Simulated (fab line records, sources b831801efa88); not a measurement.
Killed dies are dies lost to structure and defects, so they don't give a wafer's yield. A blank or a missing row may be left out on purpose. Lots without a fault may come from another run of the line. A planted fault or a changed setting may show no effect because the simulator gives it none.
A struck lot beside a sound one | flow gf180mcu | 43 steps out of a route of 602
Sound: wafers L503.2, L503.3, L503.4. Struck: wafers L497.3, L497.5. The cause comes at the end.
At each step with rows: each side's tool, then ch and its chambers, then its first start. Under that, the readings that differ: sound wafers | struck wafers | difference of the means | sigmas: that difference in standard deviations of wafers without a fault.
alike: readings whose means differ by less than 2 such deviations, and words and numbers that are the same on both sides. not compared: withheld readings, readings that some wafer has no value for, bounds like >300 that may hide the same value, and numbers for which the record gives no deviation and whose values overlap.
The two part at a step that has a row with sigmas, a row that says differs or no value, or rows on one side only. Numbers that don't overlap but have no deviation are shown without sigmas and don't part them. A reading that every wafer of one side lacks parts them only if that side has two wafers or more.

GF_V4_ETCH_16: etches BARC in N2/H2.
  sound on rie_diel-04 ch 0,1,2, day 29 12:33; struck on rie_diel-03 ch 2,3, day 27 21:06
  alike: drypump_motor_current_A, oes_product_au, throttle_valve_pct
then, 1 step without rows for these wafers: GF_V4_ETCH_17 (etches SiO2 in C4F8/O2/Ar, stops on TiN, target depth 630 nm).
GF_V4_STRIP_18: strips in O2/N2.
  sound on plasma_asher-02 ch 0,1, day 29 12:41; struck on plasma_asher-02 ch 0,1, day 27 21:16
  alike: drypump_motor_current_A, heater_power_w, oes_product_au
  not compared: rf_hours_counter_h
then, 3 steps without rows for these wafers: GF_V4_STRIP_19 (strips in post etch residue remover, time 1200 s); GF_V4_CLEAN_20 (cleans in DIW); GF_V4_SPUTTER_21 (material Ti, target thk 15 nm, time 80.02 s).
GF_V4_SPUTTER_22: material TiN, target thk 10 nm, time 40 s.
  sound on pvd_sputter-03, day 29 13:25; struck on pvd_sputter-03, day 27 21:52
  alike: throttle_valve_pct
then, 1 step without rows for these wafers: GF_V4_CVD_23 (deposits W, target thk 350 nm, time 104.9 s).
GF_V4_RS_MEAS_24: measures by four-point-probe.
  sound on film_metro-02, day 29 13:35; struck on film_metro-03, day 27 22:03
  alike: V4_W_RS
GF_V4_THK_MEAS_25: measures by xrf.
  sound on film_metro-02, day 29 13:41; struck on film_metro-03, day 27 22:09
  alike: V4_W_THK
then, 2 steps without rows for these wafers: GF_V4_CMP_26 (polishes, stops on SiO2, t overpolish 15 s, target thk 0 nm); GF_MIM_SPUTTER_00 (material Ti, target thk 37.5 nm, time 150 s).
GF_MIM_SPUTTER_01: material TiN, target thk 30 nm, time 25 s.
  sound on pvd_sputter-01, day 29 14:08; struck on pvd_sputter-04, day 27 22:35
  reading                                 | sound             | struck      | difference | sigmas
  model.TiN_of_MIM_SPUTTER_01.thk_nm (nm) | 29.59 29.61 29.77 | 36.14 36.81 | +6.82      |
  alike: throttle_valve_pct
then, 1 step without rows for these wafers: GF_MIM_SPUTTER_02 (material AlCu, target thk 450 nm, time 23.9 s).
GF_MIM_SPUTTER_03: material Ti, target thk 10 nm, time 6.7 s.
  sound on pvd_sputter-01, day 29 14:12; struck on pvd_sputter-04, day 27 22:40
  alike: throttle_valve_pct
then, 1 step without rows for these wafers: GF_MIM_SPUTTER_04 (material TiN, target thk 50 nm, time 41.7 s).
GF_MIM_CVD_05: deposits Si3N4, target thk 42 nm, time 29.086 s.
  sound on pecvd-01 ch 0,1,2, day 29 14:16; struck on pecvd-04 ch 2, day 27 22:43
  alike: heater_power_w
  not compared: since_wet_clean_h
GF_MIM_THK_MEAS_06:
  sound on film_metro-02, day 29 14:19; struck on film_metro-04, day 27 22:46
  alike: MIM_CVD_05_THK
then, 3 steps without rows for these wafers: GF_MIM_SPUTTER_07 (material TiN, target thk 60 nm, time 50 s); GF_MIM_SPUTTER_08 (material AlCu, target thk 200 nm, time 10.6 s); GF_MIM_SPUTTER_09 (material TiN, target thk 35 nm, time 29.2 s).
GF_MIM_RS_MEAS_10: measures by four-point-probe.
  sound on film_metro-02, day 29 14:29; struck on film_metro-01, day 27 22:57
  alike: MIM_ALCU_RS
GF_MIM_THK_MEAS_11: measures by xrf.
  sound on film_metro-02, day 29 14:35; struck on film_metro-01, day 27 23:03
  alike: MIM_ALCU_THK
then, 18 steps without rows for these wafers: GF_MIM_DEHYDRATE_12 (time 60 s); GF_MIM_HMDS_13 (prime time 60 s); GF_MIM_COAT_14 (resist thk 1000 nm); GF_MIM_SOFTBAKE_15 (time 60 s); GF_MIM_EXPOSE_16 (exposes mask FuseTop, target cd 2000 nm); GF_MIM_PEB_17; GF_MIM_DEVELOP_18 (develop time 60 s); GF_MIM_METAL_ETCH_19 (etches the open film in Cl2/BCl3, stops on Si3N4, target depth 324.5 nm, time 54.1 s); GF_MIM_STRIP_20 (strips in O2/N2); GF_MIM_STRIP_21 (strips in post etch residue remover, time 1200 s); GF_MIM_CLEAN_22 (cleans in DIW); GF_M5_DEHYDRATE_00 (time 60 s); GF_M5_HMDS_01 (prime time 60 s); GF_M5_COAT_02 (resist thk 1000 nm); GF_M5_SOFTBAKE_03 (time 60 s); GF_M5_EXPOSE_04 (exposes mask Metal5, target cd 280 nm); GF_M5_PEB_05 (peb time 90 s); GF_M5_DEVELOP_06 (develop time 60 s).
GF_M5_CD_MEAS_07: target cd 280 nm.
  sound on cd_sem-02, day 31 03:57; struck on cd_sem-01, day 29 13:47
  alike: cd_nm
GF_M5_METAL_ETCH_10: etches the open film in Cl2/BCl3, stops on SiO2, target depth 627.5 nm, time 104.6 s.
  sound on rie_metal-02 ch 0,1, day 31 04:07; struck on rie_metal-04 ch 0,1, day 29 13:58
  reading                        | sound             | struck      | difference | sigmas
  model.M5.feature_depth_nm (nm) | 602.6 608.3 605.6 | 611.5 613.5 | +7.0       |
  alike: drypump_motor_current_A, oes_product_au, throttle_valve_pct
  not compared: rf_hours_counter_h

WHERE THEY PART
Nowhere in this record.

WHY: what the simulator had put in
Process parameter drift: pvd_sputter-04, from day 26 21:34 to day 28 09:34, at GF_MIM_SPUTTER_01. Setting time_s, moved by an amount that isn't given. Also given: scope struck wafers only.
